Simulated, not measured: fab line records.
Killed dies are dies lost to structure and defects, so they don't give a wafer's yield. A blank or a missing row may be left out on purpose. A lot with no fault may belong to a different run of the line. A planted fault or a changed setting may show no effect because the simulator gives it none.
Which tool is to blame? -- flow sky130 -- 7 lots (21 wafers sampled), 1 step of a 708-step route

WHAT THE GAUGES SHOWED, per wafer
SKY_VIA4_THK_MEAS_01.
lot,measured,on,VIA4_HDPCVD_THK (nm)
L578,day 43 07:01,film metro-04,1749 1712 1734
L580,day 43 14:43,film metro-03,1739 1704 1757
L587,day 45 05:17,film metro-03,1751 1761 1744
L592,day 46 11:34,film metro-01,1717 1720 1729
L594,day 47 01:58,film metro-04,1756 1779 1727
L597,day 47 20:53,film metro-01,1757 1771 1727
L598,day 48 00:16,film metro-04,1753 1718 1716

WHICH TOOL RAN EACH LOT (tool, then ch and the chambers of the sampled wafers, then the start)
The record holds no process step before these readings.

THE ANSWER, worked out from the rows above alone
Rule: usual is defined by the lots themselves. The widest of any qualifying gaps counts: lots, ordered by their means at a reading, are off when they make up no more than a third of the lots, leave a main group of 4 or more, and stand apart from it by 3 or more times the standard deviation of that group's means. Not used: any main group whose means are identical at the precision the tables above print for the reading. A lot without any number at a reading at which 4 lots or more have one is off too. The other lots that the step has rows for count as sound.
No lot is off at any reading shown: from this, nothing can be told.

WHAT THE SIMULATOR PUT IN
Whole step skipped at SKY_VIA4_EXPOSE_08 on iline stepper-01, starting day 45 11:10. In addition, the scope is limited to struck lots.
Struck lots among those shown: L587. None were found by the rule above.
